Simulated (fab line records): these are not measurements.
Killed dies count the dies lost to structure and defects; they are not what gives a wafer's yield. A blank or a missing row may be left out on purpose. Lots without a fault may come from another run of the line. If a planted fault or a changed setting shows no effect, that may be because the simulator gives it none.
fab line records	flow sky130
record lots=24	wafers=72	lastDay=51
route steps=708 shown VIA1@481 METAL2@483 VIA2@510 CAPM@549 VIA3@596
lots with no fault: from the same line, run without faults
startH: hours from the record's first day to the start of the lot's first wafer shown	waitH: time in hours since the lot's previous step	" as in the row above	L1.1+2: several wafers, shown together as one row	- no value, or no start given	* or withheld: withheld	< > ~ a bound
route shown NAME@n: names a module that has steps shown in the file, with the first one's number in the route	usual: mean and standard deviation over wafers with no fault	same: alike in all rows	chamber/n: place in a boat	sites: each site's reading	_std_site: standard deviation across them	_edge_site: outer sites' mean less inner sites'	radiusMm: for every site, how far away it sits from the centre of the wafer	mask NAME#n: copy n	behind: the last tool/chamber to shape the wafer	hold: reason for holding the lot/hours on hold/outcome of the hold	device: names the non-switching transistor (n, p or np)	end of line: the route-end tests of the same wafers	where a step has no rows: the recipe by itself	killed: dies that structure and defects cost at the first sort, which is not the same as the wafer's yield	map: a wafer's dies, marking killed ones x, the rest . and places with no die _
set.NAME: setting as actually run; set.NAME@STEP: the setting as run at that earlier step	model.NAME: the simulator's own value behind a step, which no gauge read
one table for each step of the route and one row for each wafer, over a sample of lots
services: when a tool's chamber went out of use (startH, in hours from the record's first day, below 0 if earlier), for how many hours, and the reason
## steps
# step SKY_VIA1_THK_MEAS_23
# recipe thkMeasGauge=xrf	reads=W_of_VIA1_CVD_21
# usual VIA1_W_THK=275.3/2.9
lot.wafer	tool	chamber	startH	waitH	VIA1_W_THK[nm]
L075.1	filmMetro-04	-	818.90	0.1	273.9
L075.2	"	-	"	"	271.9
L075.4	"	-	"	"	270.0
L079.1	filmMetro-03	-	819.94	0.1	278.4
L079.3	"	-	"	"	279.0
L079.5	"	-	"	"	275.4
L074.1	filmMetro-04	-	820.19	0.1	273.1
L074.3	"	-	"	"	274.2
L074.5	"	-	"	"	275.3
L077.3	filmMetro-02	-	820.31	0.1	275.6
L077.5	"	-	"	"	272.1
L077.6	"	-	"	"	272.9
L078.4	filmMetro-03	-	821.27	0.1	274.1
L078.5	"	-	"	"	275.1
L078.6	"	-	"	"	274.1
L076.2	filmMetro-04	-	821.45	0.1	273.6
L076.5	"	-	"	"	276.6
L076.6	"	-	"	"	270.7
L080.1	filmMetro-04	-	822.09	0.1	267.9
L080.4	"	-	"	"	270.9
L080.6	"	-	"	"	269.6
L081.1	filmMetro-02	-	824.74	0.1	273.9
L081.3	"	-	"	"	279.3
L081.6	"	-	"	"	275.6
L082.2	filmMetro-03	-	852.55	0.1	284.3
L082.3	"	-	"	"	277.3
L082.4	"	-	"	"	279.9
L083.1	filmMetro-03	-	854.60	0.1	276.2
L083.4	"	-	"	"	275.2
L083.6	"	-	"	"	275.0
L084.4	filmMetro-04	-	860.78	0.1	272.9
L084.5	"	-	"	"	273.7
L084.6	"	-	"	"	272.4
L086.1	filmMetro-04	-	966.83	0.1	276.4
L086.2	"	-	"	"	276.6
L086.3	"	-	"	"	272.3
L089.1	filmMetro-02	-	969.64	0.1	274.5
L089.4	"	-	"	"	275.7
L089.5	"	-	"	"	276.8
L087.2	filmMetro-04	-	969.90	0.1	276.3
L087.5	"	-	"	"	273.6
L087.6	"	-	"	"	277.1
L093.1	filmMetro-03	-	971.10	0.1	280.9
L093.2	"	-	"	"	279.9
L093.6	"	-	"	"	280.4
L088.3	filmMetro-04	-	971.46	0.1	274.0
L088.4	"	-	"	"	275.5
L088.6	"	-	"	"	272.3
L085.2	filmMetro-04	-	971.82	0.1	275.8
L085.4	"	-	"	"	274.7
L085.6	"	-	"	"	270.7
L095.1	filmMetro-03	-	972.72	0.1	277.9
L095.2	"	-	"	"	275.3
L095.5	"	-	"	"	280.2
L091.4	filmMetro-03	-	972.93	0.1	277.7
L091.5	"	-	"	"	272.9
L091.6	"	-	"	"	273.6
L090.1	filmMetro-04	-	974.61	0.1	273.5
L090.5	"	-	"	"	273.5
L090.6	"	-	"	"	276.0
L094.2	filmMetro-03	-	974.73	0.1	277.0
L094.3	"	-	"	"	277.0
L094.5	"	-	"	"	276.5
L096.2	filmMetro-03	-	975.76	0.1	275.9
L096.4	"	-	"	"	277.6
L096.5	"	-	"	"	281.7
L097.1	filmMetro-02	-	976.37	0.1	276.2
L097.2	"	-	"	"	275.2
L097.6	"	-	"	"	276.4
L092.3	filmMetro-04	-	977.43	0.1	276.5
L092.4	"	-	"	"	274.0
L092.5	"	-	"	"	274.9
# step SKY_METAL2_SPUTTER_00
# recipe material=Ti	targetThkNm=15	powerW=3000	timeS=10	chamberPressurePa=0.4
# usual throttleValvePct=29.8/1.2
# same timeS=10
lot.wafer	tool	chamber	startH	waitH	throttleValvePct
L075.1	pvdSputter-03	-	819.26	0.1	28.8
L075.2	"	-	"	"	30.5
L075.4	"	-	"	"	27.6
L079.1	pvdSputter-02	-	820.30	0.2	29.1
L079.3	"	-	"	"	30.1
L079.5	"	-	"	"	29.1
L074.1	pvdSputter-03	-	820.55	0.2	30.1
L074.3	"	-	"	"	30.9
L074.5	"	-	"	"	30.2
L077.3	pvdSputter-04	-	820.65	0.1	32.2
L077.5	"	-	"	"	32.3
L077.6	"	-	"	"	29.2
L078.4	pvdSputter-03	-	821.60	0.2	27.5
L078.5	"	-	"	"	27.3
L078.6	"	-	"	"	29.0
L076.2	pvdSputter-04	-	821.80	0.1	30.3
L076.5	"	-	"	"	31.8
L076.6	"	-	"	"	29.1
L080.1	pvdSputter-02	-	822.45	0.2	29.2
L080.4	"	-	"	"	30.9
L080.6	"	-	"	"	29.2
L081.1	pvdSputter-02	-	825.10	0.1	29.8
L081.3	"	-	"	"	28.8
L081.6	"	-	"	"	29.7
L082.2	pvdSputter-03	-	852.90	0.1	30.0
L082.3	"	-	"	"	30.9
L082.4	"	-	"	"	27.0
L083.1	pvdSputter-03	-	854.96	0.2	30.1
L083.4	"	-	"	"	27.3
L083.6	"	-	"	"	27.3
L084.4	pvdSputter-02	-	861.11	0.2	30.7
L084.5	"	-	"	"	30.9
L084.6	"	-	"	"	29.8
L086.1	pvdSputter-03	-	967.19	0.2	27.3
L086.2	"	-	"	"	28.8
L086.3	"	-	"	"	30.2
L089.1	pvdSputter-03	-	970.00	0.2	30.8
L089.4	"	-	"	"	29.9
L089.5	"	-	"	"	30.8
L087.2	pvdSputter-04	-	970.25	0.1	30.1
L087.5	"	-	"	"	29.9
L087.6	"	-	"	"	30.1
L093.1	pvdSputter-03	-	971.46	0.2	30.5
L093.2	"	-	"	"	27.6
L093.6	"	-	"	"	30.6
L088.3	pvdSputter-02	-	971.80	0.1	31.3
L088.4	"	-	"	"	29.8
L088.6	"	-	"	"	31.3
L085.2	pvdSputter-04	-	972.17	0.1	29.5
L085.4	"	-	"	"	32.0
L085.6	"	-	"	"	29.9
L095.1	pvdSputter-03	-	973.08	0.2	27.5
L095.2	"	-	"	"	30.6
L095.5	"	-	"	"	27.5
L091.4	pvdSputter-04	-	973.47	0.2	32.0
L091.5	"	-	"	"	30.2
L091.6	"	-	"	"	29.8
L090.1	pvdSputter-03	-	974.97	0.2	30.7
L090.5	"	-	"	"	30.7
L090.6	"	-	"	"	29.9
L094.2	pvdSputter-02	-	975.08	0.2	29.1
L094.3	"	-	"	"	30.6
L094.5	"	-	"	"	31.1
L096.2	pvdSputter-03	-	976.11	0.1	30.7
L096.4	"	-	"	"	28.6
L096.5	"	-	"	"	30.3
L097.1	pvdSputter-04	-	976.73	0.2	32.0
L097.2	"	-	"	"	29.9
L097.6	"	-	"	"	32.1
L092.3	pvdSputter-03	-	977.77	0.2	28.8
L092.4	"	-	"	"	30.0
L092.5	"	-	"	"	29.9
# step SKY_VIA2_BOW_MEAS_03
# recipe mode=bow
# usual VIA2_BOW=88/7.6
lot.wafer	tool	chamber	startH	waitH	VIA2_BOW[um]
L075.1	filmMetro-04	-	846.21	0.1	91
L075.2	"	-	"	"	90
L075.4	"	-	"	"	83
L079.1	filmMetro-01	-	847.26	0.1	85
L079.3	"	-	"	"	102
L079.5	"	-	"	"	88
L074.1	filmMetro-01	-	847.67	0.2	99
L074.3	"	-	"	"	89
L074.5	"	-	"	"	95
L077.3	filmMetro-01	-	848.01	0.1	89
L077.5	"	-	"	"	80
L077.6	"	-	"	"	84
L078.4	filmMetro-02	-	849.29	0.2	91
L078.5	"	-	"	"	98
L078.6	"	-	"	"	99
L076.2	filmMetro-01	-	849.56	0.2	87
L076.5	"	-	"	"	84
L076.6	"	-	"	"	92
L080.1	filmMetro-02	-	849.86	0.1	84
L080.4	"	-	"	"	89
L080.6	"	-	"	"	85
L081.1	filmMetro-01	-	852.46	0.1	88
L081.3	"	-	"	"	85
L081.6	"	-	"	"	87
L082.2	filmMetro-04	-	880.68	0.3	89
L082.3	"	-	"	"	75
L082.4	"	-	"	"	88
L083.1	filmMetro-02	-	881.68	0.1	103
L083.4	"	-	"	"	95
L083.6	"	-	"	"	89
L084.4	filmMetro-04	-	887.13	0.3	86
L084.5	"	-	"	"	81
L084.6	"	-	"	"	90
L086.1	filmMetro-02	-	992.11	0.1	93
L086.2	"	-	"	"	85
L086.3	"	-	"	"	81
L089.1	filmMetro-02	-	995.30	0.2	86
L089.4	"	-	"	"	86
L089.5	"	-	"	"	81
L087.2	filmMetro-04	-	996.12	0.3	87
L087.5	"	-	"	"	82
L087.6	"	-	"	"	79
L093.1	filmMetro-04	-	996.76	0.2	84
L093.2	"	-	"	"	82
L093.6	"	-	"	"	83
L088.3	filmMetro-02	-	996.89	0.3	95
L088.4	"	-	"	"	101
L088.6	"	-	"	"	92
L085.2	filmMetro-01	-	997.48	0.1	92
L085.4	"	-	"	"	95
L085.6	"	-	"	"	94
L095.1	filmMetro-02	-	997.81	0.2	92
L095.2	"	-	"	"	96
L095.5	"	-	"	"	75
L091.4	filmMetro-01	-	999.26	0.3	97
L091.5	"	-	"	"	90
L091.6	"	-	"	"	88
L090.1	filmMetro-02	-	1000.90	0.2	81
L090.5	"	-	"	"	82
L090.6	"	-	"	"	89
L094.2	filmMetro-04	-	1001.08	0.3	88
L094.3	"	-	"	"	87
L094.5	"	-	"	"	95
L096.2	filmMetro-01	-	1002.27	0.2	91
L096.4	"	-	"	"	92
L096.5	"	-	"	"	93
L097.1	filmMetro-04	-	1002.30	0.1	98
L097.2	"	-	"	"	84
L097.6	"	-	"	"	85
L092.3	filmMetro-01	-	1004.53	0.2	82
L092.4	"	-	"	"	85
L092.5	"	-	"	"	80
# step SKY_VIA2_CD_MEAS_12
# recipe targetCdNm=200
# usual cdNm=200.3/1.3
lot.wafer	tool	chamber	startH	waitH	cdNm
L075.1	cdSem-01	-	872.33	-	200.2
L075.2	"	-	"	"	199.4
L075.4	"	-	"	"	201.2
L079.1	cdSem-01	-	873.39	-	199.8
L079.3	"	-	"	"	197.9
L079.5	"	-	"	"	198.3
L074.1	cdSem-01	-	873.51	-	201.9
L074.3	"	-	"	"	201.3
L074.5	"	-	"	"	202.6
L077.3	cdSem-01	-	873.87	-	199.1
L077.5	"	-	"	"	198.6
L077.6	"	-	"	"	198.9
L078.4	cdSem-01	-	875.34	-	199.5
L078.5	"	-	"	"	198.2
L078.6	"	-	"	"	199.0
L076.2	cdSem-01	-	875.65	-	199.7
L076.5	"	-	"	"	198.4
L076.6	"	-	"	"	199.1
L080.1	cdSem-02	-	875.98	-	200.6
L080.4	"	-	"	"	199.4
L080.6	"	-	"	"	200.1
L081.1	cdSem-02	-	878.78	-	200.8
L081.3	"	-	"	"	200.1
L081.6	"	-	"	"	199.3
L082.2	cdSem-02	-	904.66	-	201.6
L082.3	"	-	"	"	200.5
L082.4	"	-	"	"	201.7
L083.1	cdSem-02	-	905.33	-	200.0
L083.4	"	-	"	"	199.7
L083.6	"	-	"	"	197.8
L084.4	cdSem-02	-	911.50	-	199.6
L084.5	"	-	"	"	199.0
L084.6	"	-	"	"	199.1
L086.1	cdSem-02	-	1013.73	-	200.6
L086.2	"	-	"	"	201.9
L086.3	"	-	"	"	200.8
L089.1	cdSem-02	-	1016.58	-	200.0
L089.4	"	-	"	"	199.9
L089.5	"	-	"	"	201.8
L087.2	cdSem-01	-	1018.21	-	199.9
L087.5	"	-	"	"	199.3
L087.6	"	-	"	"	200.0
L093.1	cdSem-01	-	1019.34	-	200.8
L093.2	"	-	"	"	201.1
L093.6	"	-	"	"	200.0
L088.3	cdSem-02	-	1019.57	-	202.0
L088.4	"	-	"	"	201.6
L088.6	"	-	"	"	202.3
L085.2	cdSem-01	-	1020.35	-	199.1
L085.4	"	-	"	"	200.7
L085.6	"	-	"	"	200.7
L095.1	cdSem-02	-	1021.28	-	199.9
L095.2	"	-	"	"	200.2
L095.5	"	-	"	"	198.2
L091.4	cdSem-02	-	1022.32	-	201.4
L091.5	"	-	"	"	200.6
L091.6	"	-	"	"	201.9
L090.1	cdSem-01	-	1023.58	-	198.4
L090.5	"	-	"	"	198.5
L090.6	"	-	"	"	199.2
L094.2	cdSem-02	-	1023.95	-	200.8
L094.3	"	-	"	"	201.0
L094.5	"	-	"	"	200.4
L096.2	cdSem-01	-	1025.00	-	200.8
L096.4	"	-	"	"	200.6
L096.5	"	-	"	"	200.2
L097.1	cdSem-02	-	1025.33	-	202.3
L097.2	"	-	"	"	202.5
L097.6	"	-	"	"	202.3
L092.3	cdSem-01	-	1027.38	-	199.6
L092.4	"	-	"	"	200.3
L092.5	"	-	"	"	198.6
# step SKY_CAPM_OVL_MEAS_12
# usual CAPM_OVL=0.2/1.3
lot.wafer	tool	chamber	startH	waitH	CAPM_OVL[nm]
L075.1	overlay-02	-	898.28	0.1	0.5
L075.2	"	-	"	"	0.4
L075.4	"	-	"	"	-0.1
L079.1	overlay-02	-	899.44	0.1	-0.4
L079.3	"	-	"	"	-0.2
L079.5	"	-	"	"	-0.6
L074.1	overlay-01	-	899.53	0.1	-2.4
L074.3	"	-	"	"	-1.4
L074.5	"	-	"	"	-1.3
L077.3	overlay-02	-	899.84	0.1	0.4
L077.5	"	-	"	"	0.2
L077.6	"	-	"	"	0.7
L078.4	overlay-01	-	901.05	0.1	0.5
L078.5	"	-	"	"	0.4
L078.6	"	-	"	"	-0.4
L076.2	overlay-01	-	901.24	0.1	2.4
L076.5	"	-	"	"	2.2
L076.6	"	-	"	"	0.0
L080.1	overlay-02	-	901.54	0.1	-0.3
L080.4	"	-	"	"	0.1
L080.6	"	-	"	"	-0.5
L081.1	overlay-01	-	903.64	0.1	-1.9
L081.3	"	-	"	"	-1.5
L081.6	"	-	"	"	-1.8
L082.2	overlay-02	-	929.94	0.1	0.7
L082.3	"	-	"	"	0.8
L082.4	"	-	"	"	0.3
L083.1	overlay-02	-	930.78	0.1	1.7
L083.4	"	-	"	"	1.4
L083.6	"	-	"	"	1.0
L084.4	overlay-01	-	936.50	0.1	-2.8
L084.5	"	-	"	"	-0.6
L084.6	"	-	"	"	-2.4
L086.1	overlay-02	-	1037.18	0.1	-0.6
L086.2	"	-	"	"	1.2
L086.3	"	-	"	"	0.3
L089.1	overlay-01	-	1039.39	0.1	-0.8
L089.4	"	-	"	"	1.4
L089.5	"	-	"	"	-0.7
L087.2	overlay-02	-	1041.19	0.1	-2.5
L087.5	"	-	"	"	-2.6
L087.6	"	-	"	"	-0.5
L093.1	overlay-01	-	1042.29	0.1	0.8
L093.2	"	-	"	"	-0.4
L093.6	"	-	"	"	2.3
L088.3	overlay-02	-	1042.69	0.1	0.0
L088.4	"	-	"	"	0.1
L088.6	"	-	"	"	2.2
L085.2	overlay-01	-	1043.19	0.1	0.6
L085.4	"	-	"	"	-1.7
L085.6	"	-	"	"	1.2
L095.1	overlay-02	-	1043.99	0.1	2.0
L095.2	"	-	"	"	0.6
L095.5	"	-	"	"	1.0
L091.4	overlay-01	-	1046.71	0.1	0.7
L091.5	"	-	"	"	1.2
L091.6	"	-	"	"	-0.9
L090.1	overlay-02	-	1047.29	0.1	-1.5
L090.5	"	-	"	"	0.3
L090.6	"	-	"	"	1.9
L094.2	overlay-02	-	1047.89	0.1	1.0
L094.3	"	-	"	"	0.6
L094.5	"	-	"	"	0.0
L096.2	overlay-02	-	1049.39	0.1	3.4
L096.4	"	-	"	"	2.0
L096.5	"	-	"	"	1.9
L097.1	overlay-02	-	1049.59	0.1	1.6
L097.2	"	-	"	"	1.0
L097.6	"	-	"	"	-0.7
L092.3	overlay-02	-	1051.80	0.1	1.0
L092.4	"	-	"	"	-1.8
L092.5	"	-	"	"	-0.7
# step SKY_VIA3_THK_MEAS_23
# recipe thkMeasGauge=xrf	reads=W_of_VIA3_CVD_21
# usual VIA3_W_THK=403/5.5
lot.wafer	tool	chamber	startH	waitH	VIA3_W_THK[nm]
L075.1	filmMetro-04	-	950.54	0.1	416
L075.2	"	-	"	"	409
L075.4	"	-	"	"	412
L079.1	filmMetro-02	-	952.12	0.1	401
L079.3	"	-	"	"	400
L079.5	"	-	"	"	407
L074.1	filmMetro-04	-	952.24	0.1	408
L074.3	"	-	"	"	408
L074.5	"	-	"	"	405
L077.3	filmMetro-04	-	952.55	0.1	407
L077.5	"	-	"	"	405
L077.6	"	-	"	"	413
L078.4	filmMetro-04	-	953.05	0.1	405
L078.5	"	-	"	"	405
L078.6	"	-	"	"	400
L076.2	filmMetro-04	-	954.81	0.1	403
L076.5	"	-	"	"	405
L076.6	"	-	"	"	404
L080.1	filmMetro-04	-	955.20	0.1	404
L080.4	"	-	"	"	406
L080.6	"	-	"	"	407
L081.1	filmMetro-03	-	955.89	0.1	412
L081.3	"	-	"	"	413
L081.6	"	-	"	"	417
L082.2	filmMetro-03	-	981.20	0.1	409
L082.3	"	-	"	"	407
L082.4	"	-	"	"	414
L083.1	filmMetro-04	-	982.09	0.1	404
L083.4	"	-	"	"	397
L083.6	"	-	"	"	400
L084.4	filmMetro-04	-	987.96	0.1	409
L084.5	"	-	"	"	404
L084.6	"	-	"	"	407
L086.1	filmMetro-03	-	1087.31	0.1	397
L086.2	"	-	"	"	404
L086.3	"	-	"	"	401
L089.1	filmMetro-04	-	1089.30	0.1	399
L089.4	"	-	"	"	397
L089.5	"	-	"	"	397
L087.2	filmMetro-02	-	1089.82	0.1	397
L087.5	"	-	"	"	398
L087.6	"	-	"	"	400
L088.3	filmMetro-03	-	1089.99	0.1	408
L088.4	"	-	"	"	401
L088.6	"	-	"	"	407
L093.1	filmMetro-04	-	1090.69	0.1	402
L093.2	"	-	"	"	401
L093.6	"	-	"	"	403
L085.2	filmMetro-04	-	1092.03	0.1	393
L085.4	"	-	"	"	391
L085.6	"	-	"	"	388
L095.1	filmMetro-04	-	1093.44	0.1	406
L095.2	"	-	"	"	408
L095.5	"	-	"	"	407
L091.4	filmMetro-03	-	1096.92	0.1	403
L091.5	"	-	"	"	406
L091.6	"	-	"	"	405
L090.1	filmMetro-03	-	1098.09	0.1	397
L090.5	"	-	"	"	402
L090.6	"	-	"	"	401
L094.2	filmMetro-03	-	1099.10	0.1	401
L094.3	"	-	"	"	398
L094.5	"	-	"	"	397
L096.2	filmMetro-04	-	1100.85	0.1	403
L096.4	"	-	"	"	409
L096.5	"	-	"	"	402
L097.1	filmMetro-02	-	1101.39	0.1	396
L097.2	"	-	"	"	396
L097.6	"	-	"	"	398
L092.3	filmMetro-03	-	1103.21	0.1	404
L092.4	"	-	"	"	402
L092.5	"	-	"	"	408
## services
tool	chamber	startH	hours	kind
pvdSputter-02	-	817.16	2.9	repair
pvdSputter-02	2	820.44	-	consumableReplace:kit
pvdSputter-02	2	820.44	18.0	scheduledDown
pvdSputter-02	2	820.44	18.0	ventCycle
pvdSputter-02	-	854.01	5.1	repair
pvdSputter-03	2	951.53	-	consumableReplace:kit
pvdSputter-03	2	951.53	18.0	scheduledDown
pvdSputter-03	2	951.53	18.0	ventCycle
## key
fault none
